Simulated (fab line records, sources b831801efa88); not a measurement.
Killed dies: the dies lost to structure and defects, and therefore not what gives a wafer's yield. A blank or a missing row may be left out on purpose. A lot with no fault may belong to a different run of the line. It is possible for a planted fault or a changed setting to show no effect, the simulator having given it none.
A sampling plan put to the test    flow sky130    each of the 14 faults these records tell of, on one fab line, judged from the records of the lots it struck
Plan = the line's own looks (route steps where a gauge or an inspection reads the wafer without altering it). A look can be judged if struck wafers have a number there and the file gives its usual mean and standard deviation on fault-free wafers. Caught: at a look after the fault's first step, the mean of the struck wafers lies 4 or more of those standard deviations (sigma) from the usual mean. On the tool: the same test on the tool's own readings at the fault's steps. If the struck wafers alone have a blank record, or they carry another recipe, that too counts as caught.

THE FAULTS, as the simulator had put them in
1. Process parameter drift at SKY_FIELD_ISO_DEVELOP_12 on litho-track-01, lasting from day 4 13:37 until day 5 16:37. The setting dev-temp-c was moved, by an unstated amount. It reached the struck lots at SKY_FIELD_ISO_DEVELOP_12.
2. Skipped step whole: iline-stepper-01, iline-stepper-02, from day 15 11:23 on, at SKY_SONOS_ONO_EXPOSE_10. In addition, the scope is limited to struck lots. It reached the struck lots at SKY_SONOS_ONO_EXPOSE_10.
3. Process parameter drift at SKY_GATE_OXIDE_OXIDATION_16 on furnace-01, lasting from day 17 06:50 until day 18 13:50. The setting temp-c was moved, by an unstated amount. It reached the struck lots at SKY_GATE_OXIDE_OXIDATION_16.
4. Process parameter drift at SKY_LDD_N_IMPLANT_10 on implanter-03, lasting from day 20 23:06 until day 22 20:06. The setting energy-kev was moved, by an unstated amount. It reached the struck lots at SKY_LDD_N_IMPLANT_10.
5. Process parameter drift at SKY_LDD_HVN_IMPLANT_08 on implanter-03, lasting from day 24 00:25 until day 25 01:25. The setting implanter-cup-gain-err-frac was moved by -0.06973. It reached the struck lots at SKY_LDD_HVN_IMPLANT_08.
6. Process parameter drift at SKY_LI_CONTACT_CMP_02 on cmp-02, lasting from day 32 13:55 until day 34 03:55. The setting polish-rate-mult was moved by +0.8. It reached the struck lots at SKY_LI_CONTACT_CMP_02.
7. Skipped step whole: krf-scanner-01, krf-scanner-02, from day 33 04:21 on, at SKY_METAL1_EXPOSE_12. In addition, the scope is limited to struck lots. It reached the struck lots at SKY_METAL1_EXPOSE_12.
8. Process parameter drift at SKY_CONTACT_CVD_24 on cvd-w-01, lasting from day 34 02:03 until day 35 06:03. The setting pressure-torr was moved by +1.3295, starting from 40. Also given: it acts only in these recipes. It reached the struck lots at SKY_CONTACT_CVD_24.
9. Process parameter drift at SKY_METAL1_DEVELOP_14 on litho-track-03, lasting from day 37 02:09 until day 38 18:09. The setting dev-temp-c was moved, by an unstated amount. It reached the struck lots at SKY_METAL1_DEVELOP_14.
10. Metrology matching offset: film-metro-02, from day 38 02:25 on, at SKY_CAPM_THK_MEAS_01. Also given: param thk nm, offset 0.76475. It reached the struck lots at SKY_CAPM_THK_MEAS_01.
11. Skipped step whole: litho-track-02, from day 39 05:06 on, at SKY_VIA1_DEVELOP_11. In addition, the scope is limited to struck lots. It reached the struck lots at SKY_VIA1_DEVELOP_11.
12. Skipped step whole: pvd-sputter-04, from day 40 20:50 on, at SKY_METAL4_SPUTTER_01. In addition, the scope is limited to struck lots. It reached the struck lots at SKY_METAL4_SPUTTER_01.
13. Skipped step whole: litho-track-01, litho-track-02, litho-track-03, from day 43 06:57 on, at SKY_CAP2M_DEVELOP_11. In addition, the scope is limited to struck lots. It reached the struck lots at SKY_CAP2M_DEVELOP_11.
14. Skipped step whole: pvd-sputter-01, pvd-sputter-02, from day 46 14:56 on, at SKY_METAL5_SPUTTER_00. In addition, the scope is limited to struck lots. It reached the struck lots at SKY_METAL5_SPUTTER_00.

WHAT THE PLAN SAW
fault  on the tool itself                                first look that catches it                       reading, sigma  median hours from its first step to that look  hours from the fault's start to the first struck lot there  judged looks passed uncaught
1      developer-temp-C -7.4 sigma                       none of the 2 looks that can be judged after it  -               -                                              -                                                           2
2      no reading that can be judged                     no look after it can be judged                   -               -                                              -                                                           0
3      tube-center-temp-C +99 or beyond sigma            no look after it can be judged                   -               -                                              -                                                           0
4      beam-energy-keV -99 or beyond sigma               not the one look that can be judged after it     -               -                                              -                                                           1
5      beam-on-s +6.5 sigma                              none of the 2 looks that can be judged after it  -               -                                              -                                                           2
6      time-to-endpoint-s -5.3 sigma                     not the one look that can be judged after it     -               -                                              -                                                           1
7      no reading that can be judged                     no look after it can be judged                   -               -                                              -                                                           0
8      chamber-pressure-Torr +18 sigma                   no look after it can be judged                   -               -                                              -                                                           0
9      developer-temp-C +5.6 sigma                       no look after it can be judged                   -               -                                              -                                                           0
10     only faintly: CAPM_CVD_00_THK +3.9 sigma          no look after it can be judged                   -               -                                              -                                                           0
11     the tool's record is blank for the struck wafers  no look after it can be judged                   -               -                                              -                                                           0
12     the tool's record is blank for the struck wafers  not the one look that can be judged after it     -               -                                              -                                                           1
13     the tool's record is blank for the struck wafers  no look after it can be judged                   -               -                                              -                                                           0
14     the tool's record is blank for the struck wafers  no look after it can be judged                   -               -                                              -                                                           0
A dash: the fault is not caught, or the number is missing from these records.

Caught at a look: 0 of 14. Caught on the tool: 11 of 14. By one or the other: 11 of 14.
Faults 1, 3, 4, 5, 6, 8, 9, 11, 12, 13, 14 were caught on the tool alone.
Caught by neither: faults 2, 7, 10.
